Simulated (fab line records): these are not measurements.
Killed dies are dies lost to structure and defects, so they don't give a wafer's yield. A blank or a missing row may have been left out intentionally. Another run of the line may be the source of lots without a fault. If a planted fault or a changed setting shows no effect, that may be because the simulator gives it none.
Which tool did it? || flow sky130 || 32 wafers from 11 lots sampled at 7 of the route's 708 steps

== WHAT EACH GAUGE READ, for each wafer ==
SKY_VIA1_BOW_MEAS_03.
{"lot": "L865", "measured": "day 33 09:32", "on": "film_metro-04", "VIA1_BOW (um)": "87 78 88"}
{"lot": "L864", "measured": "day 33 15:04", "on": "film_metro-02", "VIA1_BOW (um)": "82 79 81"}
{"lot": "L866", "measured": "day 34 10:37", "on": "film_metro-02", "VIA1_BOW (um)": "67 80 81"}
{"lot": "L869", "measured": "day 34 17:27", "on": "film_metro-04", "VIA1_BOW (um)": "87 79 81"}
{"lot": "L871", "measured": "day 37 05:19", "on": "film_metro-03", "VIA1_BOW (um)": "79 61 78"}
{"lot": "L875", "measured": "day 37 08:45", "on": "film_metro-03", "VIA1_BOW (um)": "84 94 75"}
{"lot": "L877", "measured": "day 37 08:53", "on": "film_metro-04", "VIA1_BOW (um)": "72 79 67"}
{"lot": "L881", "measured": "day 38 15:14", "on": "film_metro-03", "VIA1_BOW (um)": "82 76"}
{"lot": "L884", "measured": "day 38 20:34", "on": "film_metro-02", "VIA1_BOW (um)": "73 85 80"}
{"lot": "L886", "measured": "day 39 15:17", "on": "film_metro-04", "VIA1_BOW (um)": "76 69 55"}
{"lot": "L887", "measured": "day 39 19:17", "on": "film_metro-02", "VIA1_BOW (um)": "77 75 76"}

SKY_VIA1_RS_MEAS_22: uses a four-point probe to measure.
{"lot": "L865", "measured": "day 34 12:41", "on": "film_metro-03", "VIA1_W_RS (ohm/sq)": "0.429 0.428 0.427"}
{"lot": "L864", "measured": "day 34 18:32", "on": "film_metro-04", "VIA1_W_RS (ohm/sq)": "0.424 0.424 0.420"}
{"lot": "L866", "measured": "day 35 14:11", "on": "film_metro-02", "VIA1_W_RS (ohm/sq)": "0.439 0.434 0.428"}
{"lot": "L869", "measured": "day 35 19:46", "on": "film_metro-03", "VIA1_W_RS (ohm/sq)": "0.426 0.426 0.425"}
{"lot": "L871", "measured": "day 38 08:32", "on": "film_metro-04", "VIA1_W_RS (ohm/sq)": "0.431 0.433 0.427"}
{"lot": "L875", "measured": "day 38 11:23", "on": "film_metro-04", "VIA1_W_RS (ohm/sq)": "0.419 0.429 0.423"}
{"lot": "L877", "measured": "day 38 11:35", "on": "film_metro-02", "VIA1_W_RS (ohm/sq)": "0.413 0.424 0.413"}
{"lot": "L881", "measured": "day 39 17:07", "on": "film_metro-02", "VIA1_W_RS (ohm/sq)": "0.347 0.354"}
{"lot": "L884", "measured": "day 39 21:37", "on": "film_metro-03", "VIA1_W_RS (ohm/sq)": "0.340 0.346 0.349"}
{"lot": "L886", "measured": "day 40 16:53", "on": "film_metro-04", "VIA1_W_RS (ohm/sq)": "0.423 0.425 0.425"}
{"lot": "L887", "measured": "day 40 21:07", "on": "film_metro-04", "VIA1_W_RS (ohm/sq)": "0.423 0.426 0.420"}

SKY_VIA1_THK_MEAS_23: measures by xrf.
{"lot": "L865", "measured": "day 34 12:49", "on": "film_metro-03", "VIA1_W_THK (nm)": "261 261 261"}
{"lot": "L864", "measured": "day 34 18:39", "on": "film_metro-04", "VIA1_W_THK (nm)": "264 265 268"}
{"lot": "L866", "measured": "day 35 14:18", "on": "film_metro-02", "VIA1_W_THK (nm)": "258 261 263"}
{"lot": "L869", "measured": "day 35 19:52", "on": "film_metro-03", "VIA1_W_THK (nm)": "263 261 263"}
{"lot": "L871", "measured": "day 38 08:39", "on": "film_metro-04", "VIA1_W_THK (nm)": "258 259 261"}
{"lot": "L875", "measured": "day 38 11:29", "on": "film_metro-04", "VIA1_W_THK (nm)": "267 261 264"}
{"lot": "L877", "measured": "day 38 11:42", "on": "film_metro-02", "VIA1_W_THK (nm)": "268 262 268"}
{"lot": "L881", "measured": "day 39 17:13", "on": "film_metro-02", "VIA1_W_THK (nm)": "319 313"}
{"lot": "L884", "measured": "day 39 21:43", "on": "film_metro-03", "VIA1_W_THK (nm)": "326 320 320"}
{"lot": "L886", "measured": "day 40 16:58", "on": "film_metro-04", "VIA1_W_THK (nm)": "266 264 265"}
{"lot": "L887", "measured": "day 40 21:13", "on": "film_metro-04", "VIA1_W_THK (nm)": "265 265 268"}

SKY_METAL2_THK_MEAS_06: measures by xrf.
{"lot": "L865", "measured": "day 34 13:26", "on": "film_metro-04", "METAL2_ALCU_THK (nm)": "255 253 250"}
{"lot": "L864", "measured": "day 34 19:16", "on": "film_metro-02", "METAL2_ALCU_THK (nm)": "250 255 250"}
{"lot": "L866", "measured": "day 35 14:55", "on": "film_metro-04", "METAL2_ALCU_THK (nm)": "255 252 253"}
{"lot": "L869", "measured": "day 35 20:29", "on": "film_metro-01", "METAL2_ALCU_THK (nm)": "252 247 254"}
{"lot": "L871", "measured": "day 38 09:16", "on": "film_metro-01", "METAL2_ALCU_THK (nm)": "254 254 248"}
{"lot": "L875", "measured": "day 38 12:07", "on": "film_metro-02", "METAL2_ALCU_THK (nm)": "251 253 253"}
{"lot": "L877", "measured": "day 38 12:19", "on": "film_metro-01", "METAL2_ALCU_THK (nm)": "253 250 251"}
{"lot": "L881", "measured": "day 39 17:50", "on": "film_metro-02", "METAL2_ALCU_THK (nm)": "250 250"}
{"lot": "L884", "measured": "day 39 22:20", "on": "film_metro-04", "METAL2_ALCU_THK (nm)": "255 253 256"}
{"lot": "L886", "measured": "day 40 17:35", "on": "film_metro-01", "METAL2_ALCU_THK (nm)": "249 243 250"}
{"lot": "L887", "measured": "day 40 21:50", "on": "film_metro-02", "METAL2_ALCU_THK (nm)": "246 243 239"}

== EACH LOT AND THE TOOL THAT RAN IT (in order: tool; ch and the chambers of the sampled wafers; start) ==
{"lot": "L865", "SKY_VIA1_CVD_21": "cvd_w-02 ch 0, day 34 12:36", "SKY_VIA1_CMP_24": "cmp-01 ch 0,1,2, day 34 12:55", "SKY_METAL2_SPUTTER_04": "pvd_sputter-04, day 34 13:16"}
{"lot": "L864", "SKY_VIA1_CVD_21": "cvd_w-01 ch 1, day 34 18:25", "SKY_VIA1_CMP_24": "cmp-01 ch 0,2,3, day 34 18:45", "SKY_METAL2_SPUTTER_04": "pvd_sputter-01, day 34 19:05"}
{"lot": "L866", "SKY_VIA1_CVD_21": "cvd_w-01 ch 0,1, day 35 14:05", "SKY_VIA1_CMP_24": "cmp-01 ch 2,3, day 35 14:22", "SKY_METAL2_SPUTTER_04": "pvd_sputter-04, day 35 14:45"}
{"lot": "L869", "SKY_VIA1_CVD_21": "cvd_w-01 ch 0, day 35 19:39", "SKY_VIA1_CMP_24": "cmp-01 ch 0,3, day 35 19:55", "SKY_METAL2_SPUTTER_04": "pvd_sputter-04, day 35 20:19"}
{"lot": "L871", "SKY_VIA1_CVD_21": "cvd_w-01 ch 0, day 38 08:25", "SKY_VIA1_CMP_24": "cmp-01 ch 0,1,2, day 38 08:45", "SKY_METAL2_SPUTTER_04": "pvd_sputter-04, day 38 09:05"}
{"lot": "L875", "SKY_VIA1_CVD_21": "cvd_w-02 ch 0,1, day 38 11:17", "SKY_VIA1_CMP_24": "cmp-02 ch 1,2,3, day 38 11:41", "SKY_METAL2_SPUTTER_04": "pvd_sputter-04, day 38 11:56"}
{"lot": "L877", "SKY_VIA1_CVD_21": "cvd_w-01 ch 0,1, day 38 11:29", "SKY_VIA1_CMP_24": "cmp-01 ch 2,3, day 38 11:46", "SKY_METAL2_SPUTTER_04": "pvd_sputter-03, day 38 12:10"}
{"lot": "L881", "SKY_VIA1_CVD_21": "cvd_w-01 ch 0,1, day 39 16:59", "SKY_VIA1_CMP_24": "cmp-01 ch 0,2, day 39 17:25", "SKY_METAL2_SPUTTER_04": "pvd_sputter-04, day 39 17:40"}
{"lot": "L884", "SKY_VIA1_CVD_21": "cvd_w-01 ch 0,1, day 39 21:31", "SKY_VIA1_CMP_24": "cmp-02 ch 0,3, day 39 21:45", "SKY_METAL2_SPUTTER_04": "pvd_sputter-04, day 39 22:08"}
{"lot": "L886", "SKY_VIA1_CVD_21": "cvd_w-02 ch 0,1, day 40 16:46", "SKY_VIA1_CMP_24": "cmp-01 ch 0,1,3, day 40 17:09", "SKY_METAL2_SPUTTER_04": "pvd_sputter-01, day 40 17:24"}
{"lot": "L887", "SKY_VIA1_CVD_21": "cvd_w-02 ch 0,1, day 40 20:57", "SKY_VIA1_CMP_24": "cmp-01 ch 0,3, day 40 21:19", "SKY_METAL2_SPUTTER_04": "pvd_sputter-01, day 40 21:40"}
- SKY_VIA1_CVD_21: deposits W, target thk 270 nm, time 80.902 s.
- SKY_VIA1_CMP_24: polishes, stops on SiO2, t overpolish 15 s, target thk 0 nm.
- SKY_METAL2_SPUTTER_04: material TiN, target thk 70 nm, time 58.3 s.

== AS READ BY THE TOOLS THEMSELVES (means over the sampled wafers that have a number; for cases with no such wafer, the mark the record gives instead) ==
SKY_VIA1_CVD_21.
{"lot": "L865", "tool": "cvd_w-02", "chamber_pressure_Torr (Torr)": 40.00, "heater_power_w (W)": 884}
{"lot": "L864", "tool": "cvd_w-01", "chamber_pressure_Torr (Torr)": 39.85, "heater_power_w (W)": 977}
{"lot": "L866", "tool": "cvd_w-01", "chamber_pressure_Torr (Torr)": 40.04, "heater_power_w (W)": 838}
{"lot": "L869", "tool": "cvd_w-01", "chamber_pressure_Torr (Torr)": 39.91, "heater_power_w (W)": 786}
{"lot": "L871", "tool": "cvd_w-01", "chamber_pressure_Torr (Torr)": 40.06, "heater_power_w (W)": 786}
{"lot": "L875", "tool": "cvd_w-02", "chamber_pressure_Torr (Torr)": 39.93, "heater_power_w (W)": 881}
{"lot": "L877", "tool": "cvd_w-01", "chamber_pressure_Torr (Torr)": 39.95, "heater_power_w (W)": 894}
{"lot": "L881", "tool": "cvd_w-01", "chamber_pressure_Torr (Torr)": 59.75, "heater_power_w (W)": 855}
{"lot": "L884", "tool": "cvd_w-01", "chamber_pressure_Torr (Torr)": 59.82, "heater_power_w (W)": 835}
{"lot": "L886", "tool": "cvd_w-02", "chamber_pressure_Torr (Torr)": 40.02, "heater_power_w (W)": 889}
{"lot": "L887", "tool": "cvd_w-02", "chamber_pressure_Torr (Torr)": 39.99, "heater_power_w (W)": 851}

SKY_VIA1_CMP_24.
{"lot": "L865", "tool": "cmp-01", "motor_current_A (A)": 11.0, "time_to_endpoint_s (s)": 63}
{"lot": "L864", "tool": "cmp-01", "motor_current_A (A)": 10.6, "time_to_endpoint_s (s)": 64}
{"lot": "L866", "tool": "cmp-01", "motor_current_A (A)": 11.1, "time_to_endpoint_s (s)": 64}
{"lot": "L869", "tool": "cmp-01", "motor_current_A (A)": 10.3, "time_to_endpoint_s (s)": 61}
{"lot": "L871", "tool": "cmp-01", "motor_current_A (A)": 10.8, "time_to_endpoint_s (s)": 65}
{"lot": "L875", "tool": "cmp-02", "motor_current_A (A)": 10.9, "time_to_endpoint_s (s)": 65}
{"lot": "L877", "tool": "cmp-01", "motor_current_A (A)": 10.6, "time_to_endpoint_s (s)": 60}
{"lot": "L881", "tool": "cmp-01", "motor_current_A (A)": 11.0, "time_to_endpoint_s (s)": 83}
{"lot": "L884", "tool": "cmp-02", "motor_current_A (A)": 9.5, "time_to_endpoint_s (s)": 85}
{"lot": "L886", "tool": "cmp-01", "motor_current_A (A)": 10.5, "time_to_endpoint_s (s)": 61}
{"lot": "L887", "tool": "cmp-01", "motor_current_A (A)": 10.5, "time_to_endpoint_s (s)": 65}

SKY_METAL2_SPUTTER_04.
{"lot": "L865", "tool": "pvd_sputter-04", "cathode_dc_power_W (W)": 6499.6, "throttle_valve_pct (%)": 29.7}
{"lot": "L864", "tool": "pvd_sputter-01", "cathode_dc_power_W (W)": 6500.2, "throttle_valve_pct (%)": 29.1}
{"lot": "L866", "tool": "pvd_sputter-04", "cathode_dc_power_W (W)": 6500.2, "throttle_valve_pct (%)": 30.5}
{"lot": "L869", "tool": "pvd_sputter-04", "cathode_dc_power_W (W)": 6500.1, "throttle_valve_pct (%)": 30.6}
{"lot": "L871", "tool": "pvd_sputter-04", "cathode_dc_power_W (W)": 6500.6, "throttle_valve_pct (%)": 29.4}
{"lot": "L875", "tool": "pvd_sputter-04", "cathode_dc_power_W (W)": 6501.3, "throttle_valve_pct (%)": 29.7}
{"lot": "L877", "tool": "pvd_sputter-03", "cathode_dc_power_W (W)": 6498.8, "throttle_valve_pct (%)": 30.1}
{"lot": "L881", "tool": "pvd_sputter-04", "cathode_dc_power_W (W)": 6500.9, "throttle_valve_pct (%)": 30.6}
{"lot": "L884", "tool": "pvd_sputter-04", "cathode_dc_power_W (W)": 6499.2, "throttle_valve_pct (%)": 29.9}
{"lot": "L886", "tool": "pvd_sputter-01", "cathode_dc_power_W (W)": 6500.4, "throttle_valve_pct (%)": 29.7}
{"lot": "L887", "tool": "pvd_sputter-01", "cathode_dc_power_W (W)": 6500.4, "throttle_valve_pct (%)": 29.1}

== THE ANSWER, worked out from the rows above alone ==
Rule: the lots themselves supply what counts as usual. Put in order of their means at a reading, lots are off if they are a third of the lots or fewer, leave a main group of 4 or more, and stand apart from it by a gap of 3 or more times the standard deviation of the main group's means; of several such gaps the widest counts. Not used: any main group whose means are identical at the precision the tables above print for the reading. Also off: a lot with no number at a reading for which 4 or more lots have one. Any other lot the step has rows for is counted as sound. After the gauges, taken in route order, come the tools' own readings; for these a lot's mean is taken, as printed above. At the first step where some lot is off, the reading lying furthest off is the one used; lots without a number count as furthest.
Off: at SKY_VIA1_RS_MEAS_22 (VIA1_W_RS), L881, L884. Main group: mean 0.425 ohm/sq, sd 0.0046.
If a tool, at a process step before that reading, ran all the lots that are off and no sound lot after the first of them, it fits. The gauges at SKY_VIA1_RS_MEAS_22 aren't tried: what is off there is off at SKY_VIA1_CVD_21 too, on other tools, and a gauge's error can't cause that. One candidate fits, namely cvd_w-01 at SKY_VIA1_CVD_21. Its last sound lot is L877 (day 38 11:29), its first lot that is off L881 (day 39 16:59): a fault that began between those two fits.
The tool's own readings at SKY_VIA1_CVD_21 bear it out: on the lots that are off they differ by more than 5 times the standard deviation of the sound lots' means. chamber_pressure_Torr reads 59.78 Torr there against 39.97 Torr on the sound lots.

== WHAT WAS PUT IN BY THE SIMULATOR ==
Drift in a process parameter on cvd_w-01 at SKY_VIA1_CVD_21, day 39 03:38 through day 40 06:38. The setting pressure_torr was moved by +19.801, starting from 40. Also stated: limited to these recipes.
Shown lots that were struck: L881, L884. The rule given above showed the same thing.
